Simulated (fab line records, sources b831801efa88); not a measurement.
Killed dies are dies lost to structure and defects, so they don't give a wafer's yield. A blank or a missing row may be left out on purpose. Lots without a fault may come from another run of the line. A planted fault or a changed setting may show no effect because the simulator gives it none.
fab line records | flow sky130
record lots=5 wafers=15 last_day=50
route steps=708 shown VIA1@466 PAD_OPEN@708
lots that met no fault: from a run of the same line without faults
start_h: hours from the record's first day to the start of the lot's first wafer shown | wait_h: hours since the lot's step before | " the same as in the row above | L1.1+2: a row that stands for several wafers | - no value, or no start given | * or withheld: withheld | < > ~ a bound
route shown NAME@n: a module of which the file shows steps, and the number in the route of the first | usual: mean/standard deviation of fault-free wafers | same: alike in all rows | chamber/n: place in a boat | sites: the reading at each site | _std_site: their standard deviation | _edge_site: outer sites' mean less inner sites' | radius_mm: how far each site lies from the wafer's centre | mask NAME#n: copy n | behind: the tool/chamber that last shaped the wafer | hold: why the lot was held/for how many hours/how that ended | device: the transistor (n, p or np) that didn't switch | end of line: the same wafers' tests at the end of the route | a step without rows: its recipe alone | killed: dies lost to structure and defects at the first sort, not the wafer's yield | map: a wafer's dies, x killed, . not, _ none there
set.NAME: the setting as run; set.NAME@STEP: as run at that earlier step | model.NAME: the simulator's own value behind a step, which no gauge read
lots at some steps of the route; a table a step, a row a wafer
services: from which hour (start_h, from the record's first day; less than 0 if before it) a tool's chamber was out of use, for how many hours, and why
## steps
# step SKY_VIA1_SOFTBAKE_08
# recipe temp_c=100 time_s=90 resist=KrF-thick
# step SKY_VIA1_EXPOSE_09
# recipe mask_id=VIM na=0.8 source_shape=annular sigma_inner=0.55 sigma_outer=0.85 target_cd_nm=150 dose_mj=38
# step SKY_VIA1_PEB_10
# recipe peb_temp_c=withheld peb_time_s=withheld resist=KrF-thick
# step SKY_VIA1_DEVELOP_11
# recipe develop_time_s=60 resist=KrF-thick dev_temp_c=21
# step SKY_VIA1_CD_MEAS_12
# recipe target_cd_nm=150
# usual cd_nm=149.2/1.4
# columns lot.wafer tool chamber start_h wait_h cd_nm
L376.1 cd_sem-01 - 841.48 - 146.8
L376.4 " - " " 146.4
L376.6 " - " " 146.7
L384.3 cd_sem-02 - 883.07 - 150.1
L384.5 " - " " 150.2
L384.6 " - " " 148.0
L387.2 cd_sem-01 - 904.20 - 148.7
L387.3 " - " " 149.9
L387.6 " - " " 150.3
L389.3 cd_sem-01 - 926.52 - 148.5
L389.5 " - " " 149.7
L389.6 " - " " 148.4
L394.2 cd_sem-02 - 953.72 - 149.5
L394.3 " - " " 151.8
L394.5 " - " " 150.6
# step SKY_VIA1_OVL_MEAS_13
# usual VIA1_OVL=0/4.8
# columns lot.wafer tool chamber start_h wait_h VIA1_OVL[nm]
L376.1 overlay-02 - 841.60 0.1 -1
L376.4 " - " " -4
L376.6 " - " " -2
L384.3 overlay-02 - 883.16 0.1 2
L384.5 " - " " -5
L384.6 " - " " -6
L387.2 overlay-02 - 904.30 0.1 -2
L387.3 " - " " -4
L387.6 " - " " -2
L389.3 overlay-01 - 926.61 0.1 -3
L389.5 " - " " 1
L389.6 " - " " -3
L394.2 overlay-02 - 953.83 0.1 11
L394.3 " - " " 5
L394.5 " - " " 7
# step SKY_VIA1_ETCH_14
# recipe chemistry=N2/H2 target=BARC ion_energy_ev=200 source_w=500 bias_w=100 pressure_mtorr=30 n2_flow_sccm=100 h2_flow_sccm=200 stop_on=SiO2 time_s=45.9 target_depth_a=600
# usual chamber_pressure_mTorr=30.002/0.028 drypump_motor_current_A=5.9/0.41 oes_product_au=0.855/0.0052 throttle_valve_pct=13.225/0.0079
# columns lot.wafer tool chamber start_h wait_h chamber_pressure_mTorr drypump_motor_current_A oes_product_au rf_hours_counter_h throttle_valve_pct
L376.1 rie_diel-02 2 841.63 0.0 29.977 6.2 0.845 16 13.222
L376.4 " 0 " " 29.972 5.7 0.851 9 13.224
L376.6 " 3 " " 29.989 6.4 0.848 - 13.219
L384.3 rie_diel-04 0 883.18 0.0 30.018 6.0 0.845 6 13.226
L384.5 " 2 " " 30.017 6.1 0.848 - 13.230
L384.6 " 1 " " 30.011 5.4 0.852 - 13.218
L387.2 rie_diel-02 1 904.33 0.0 30.097 6.1 0.861 3 13.237
L387.3 " 2 " " 29.961 6.2 0.856 18 13.224
L387.6 " 0 " " 30.027 5.7 0.864 - 13.235
L389.3 rie_diel-03 3 926.64 0.0 29.976 6.2 0.859 13 13.231
L389.5 " 2 " " 30.000 5.3 0.854 - 13.237
L389.6 " 1 " " 29.934 4.9 0.859 - 13.218
L394.2 rie_diel-02 2 953.86 0.0 29.987 6.2 0.858 19 13.226
L394.3 " 3 " " 30.022 6.4 0.857 10 13.227
L394.5 " 0 " " 29.975 5.7 0.862 - 13.230
# step SKY_VIA1_ETCH_15
# recipe target=SiO2 chemistry=C4F8/O2/Ar target_depth_nm=351 stop_on=TiN mask_material=KrF-thick source_w=1500 bias_w=1200 pressure_mtorr=40 c4f8_flow_sccm=withheld O2_flow_sccm=6 Ar_flow_sccm=300 time_s=54
# usual chamber_pressure_mTorr=40.00/0.038 oes_product_au=0.980/0.0071
# columns lot.wafer tool chamber start_h wait_h chamber_pressure_mTorr oes_product_au rf_hours_counter_h
L376.1 rie_diel-02 2 841.67 0.0 40.00 0.986 16
L376.4 " 0 " " 39.95 0.983 9
L376.6 " 3 " " 40.06 0.990 -
L384.3 rie_diel-04 0 883.22 0.0 39.94 0.985 6
L384.5 " 2 " " 40.00 0.995 -
L384.6 " 1 " " 39.97 0.984 -
L387.2 rie_diel-02 1 904.37 0.0 40.05 0.974 3
L387.3 " 2 " " 40.00 0.987 18
L387.6 " 0 " " 40.03 0.976 -
L389.3 rie_diel-03 3 926.68 0.0 39.98 0.983 13
L389.5 " 2 " " 39.98 0.984 -
L389.6 " 1 " " 39.94 0.993 -
L394.2 rie_diel-02 2 953.90 0.0 39.96 0.983 19
L394.3 " 3 " " 40.05 0.989 10
L394.5 " 0 " " 39.93 0.984 -
# step SKY_VIA1_STRIP_16
# recipe chemistry=O2/N2 power_w=1400 pressure_mtorr=1500 platen_temp_c=withheld o2_flow_sccm=3000 n2_flow_sccm=300 overash_fraction=0.5
# usual chamber_pressure_mTorr=1500.0/1.3 drypump_motor_current_A=5.7/0.57 oes_product_au=0.416/0.0047 strip_time_to_endpoint_s=4.464/0.029
# columns lot.wafer tool chamber start_h wait_h chamber_pressure_mTorr drypump_motor_current_A oes_product_au rf_hours_counter_h strip_time_to_endpoint_s
L376.1 plasma_asher-01 1 841.72 0.0 1500.3 5.2 0.412 99 4.477
L376.4 " 0 " " 1500.9 6.0 0.414 - 4.450
L376.6 " 0 " " 1499.4 6.0 0.413 - 4.440
L384.3 plasma_asher-01 1 883.30 0.1 1500.0 5.3 0.418 - 4.469
L384.5 " 0 " " 1498.5 6.0 0.418 - 4.433
L384.6 " 1 " " 1500.4 5.3 0.419 - 4.434
L387.2 plasma_asher-03 1 904.42 0.0 1500.0 5.9 0.425 46 4.451
L387.3 " 1 " " 1498.9 5.9 0.408 - 4.461
L387.6 " 0 " " 1499.4 4.7 0.420 - 4.495
L389.3 plasma_asher-01 0 926.76 0.1 1498.5 6.0 0.417 - 4.471
L389.5 " 0 " " 1497.3 6.0 0.413 - 4.416
L389.6 " 1 " " 1498.1 5.3 0.414 - 4.442
L394.2 plasma_asher-01 0 953.94 0.0 1500.3 6.0 0.425 109 4.494
L394.3 " 1 " " 1499.2 5.3 0.421 - 4.451
L394.5 " 0 " " 1499.9 6.0 0.422 - 4.464
# step SKY_VIA1_STRIP_17
# recipe chemistry=post_etch_residue_remover time_s=1200 temp_c=72.5
# step SKY_VIA1_CLEAN_18
# recipe chemistry=IPA time_s=180 temp_c=25
# step SKY_VIA1_CLEAN_19
# recipe chemistry=O3/DIW dry=n2_spin
# step SKY_VIA1_SPUTTER_20
# recipe material=TiN target_thk_nm=20 chamber_pressure_pa=5 power_w=4000 time_s=80
# usual throttle_valve_pct=29.9/0.95
# columns lot.wafer tool chamber start_h wait_h throttle_valve_pct model.TiN_of_VIA1_SPUTTER_20.thk_nm
L376.1 pvd_sputter-02 - 842.35 0.0 29.0 21.84
L376.4 " - " " 30.1 20.32
L376.6 " - " " 30.4 20.09
L384.3 pvd_sputter-01 - 883.86 0.0 31.2 20.08
L384.5 " - " " 31.2 20.14
L384.6 " - " " 30.5 19.93
L387.2 pvd_sputter-01 - 905.04 0.0 30.3 20.3
L387.3 " - " " 29.9 20.07
L387.6 " - " " 30.5 20.23
L389.3 pvd_sputter-02 - 927.36 0.0 30.3 20.31
L389.5 " - " " 30.5 20.28
L389.6 " - " " 29.8 20.16
L394.2 pvd_sputter-03 - 954.54 0.0 27.0 19.76
L394.3 " - " " 28.6 20.53
L394.5 " - " " 28.7 20.42
# step SKY_VIA1_CVD_21
# recipe material=W target_thk_nm=270 time_s=80.902 temp_c=400 pressure_torr=40
# usual heater_power_outer_w=525/50 heater_power_w=840/60
# columns lot.wafer tool chamber start_h wait_h heater_power_outer_w heater_power_w
L376.1 cvd_w-01 0 842.42 0.0 463 761
L376.4 " 1 " " 531 841
L376.6 " 1 " " 530 824
L384.3 cvd_w-02 0 883.95 0.1 538 931
L384.5 " 0 " " 537 880
L384.6 " 1 " " 593 941
L387.2 cvd_w-01 0 905.10 0.0 456 759
L387.3 " 0 " " 460 772
L387.6 " 0 " " 456 772
L389.3 cvd_w-01 1 927.45 0.1 554 838
L389.5 " 1 " " 536 856
L389.6 " 0 " " 466 774
L394.2 cvd_w-01 0 954.60 0.0 474 777
L394.3 " 0 " " 459 743
L394.5 " 1 " " 537 837
# step SKY_PAD_OPEN_PROBE_99
# usual defect_limited_yield=82.4/1.9 killed_at_M0_to_M3=43/6.5 killed_at_M4_up=3.3/2 killed_at_contacts=24/5.2 killed_at_front_end=16/4.2 killed_at_other=0.3/0.6 killed_dies=87/9.3 killed_open=47/7.8 killed_short=39/6.2 sort_bin_3_pad_short=0.9/0.42 sort_bin_5_function=10.5/1.4 sort_bin_6_memory=6.3/0.97 sort_n_pass=405/9.3 sort_yield_pct=82.4/1.9
# same gross_dies=492 killed_at_back_side=0 sort_bin_4_leakage[%]=0 sort_bin_8_speed[%]=0
# columns lot.wafer tool chamber start_h wait_h defect_limited_yield[%] killed_at_M0_to_M3 killed_at_M4_up killed_at_contacts killed_at_front_end killed_at_other killed_dies killed_open killed_short sort_bin_3_pad_short[%] sort_bin_5_function[%] sort_bin_6_memory[%] sort_n_pass sort_yield_pct[%]
L387.2 prober-01 - 1160.65 0.1 82.5 46 4 24 11 1 86 47 39 0.8 10.4 6.3 406 82.5
L387.3 prober-01 - 1160.70 0.2 80.9 47 7 27 13 0 94 50 44 0.6 13.2 5.3 398 80.9
L387.6 prober-01 - 1160.85 0.2 80.9 47 3 28 16 0 94 54 40 1.4 10.2 7.5 398 80.9
# killed by level:class
L387.2 VIA1:geometric_particle:open=16 METAL2:geometric_particle:short=12 LI_CONTACT:geometric_particle:open=8 CONTACT:geometric_particle:open=8 FIELD_ISO:geometric_particle:open=5 CONTACT:geometric_particle:short=5 METAL1:geometric_particle:short=5 FIELD_ISO:geometric_particle:short=4
L387.3 CONTACT:geometric_particle:open=11 METAL1:geometric_particle:short=9 VIA1:geometric_particle:open=9 METAL2:geometric_particle:short=9 LI_CONTACT:geometric_particle:short=5 LI_CONTACT:geometric_particle:open=5 LOCAL_INTERCONNECT:geometric_particle:short=5 VIA2:geometric_particle:open=5
L387.6 CONTACT:geometric_particle:open=14 VIA1:geometric_particle:open=8 VIA2:geometric_particle:open=7 VIA1:geometric_particle:short=7 LI_CONTACT:geometric_particle:open=6 VIA3:geometric_particle:open=6 VIA2:geometric_particle:short=6 POLY_GATE:geometric_particle:open=5
## services
# columns tool chamber start_h hours kind
pvd_sputter-01 - 818.41 4.4 repair
cvd_w-02 0 829.83 5.5 repair
rie_diel-04 3 839.33 - clean
rie_diel-04 3 839.33 19.1 scheduled_down
rie_diel-04 3 839.33 19.1 vent_cycle
rie_diel-03 0 861.89 - clean
rie_diel-03 0 861.89 24.7 scheduled_down
rie_diel-03 0 861.89 24.7 vent_cycle
plasma_asher-01 - 873.30 3.4 repair
rie_diel-04 2 887.30 4.6 repair
pvd_sputter-01 2 894.03 - consumable_replace:kit
rie_diel-04 3 894.37 6.5 repair
pvd_sputter-01 - 896.56 1.6 repair
cvd_w-02 - 904.00 14.0 pm
pvd_sputter-01 - 913.08 15.4 repair
pvd_sputter-03 - 918.28 13.5 repair
rie_diel-04 0 918.66 4.2 repair
rie_diel-02 3 921.14 5.9 repair
rie_diel-03 0 931.61 8.1 repair
pvd_sputter-01 - 937.92 5.3 repair
plasma_asher-01 - 938.68 2.8 pm
pvd_sputter-02 - 949.04 2.1 repair
pvd_sputter-02 - 953.54 2.9 repair
rie_diel-03 3 954.56 5.5 repair
## key
first_sign none at tools or gauges
model_effect step=SKY_VIA1_SPUTTER_20 value=TiN_of_VIA1_SPUTTER_20.thk_nm without=20 struck=21.84
met_at SKY_VIA1_SPUTTER_20
struck_wafers L376.1
fault kind=process_parameter_drift tool=pvd_sputter-02 chamber=- onset_h=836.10 steps=SKY_VIA1_SPUTTER_20 channel=time_s offset=* shape=step end_h=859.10 acts_in=* stated=* scope=struck_wafers_only
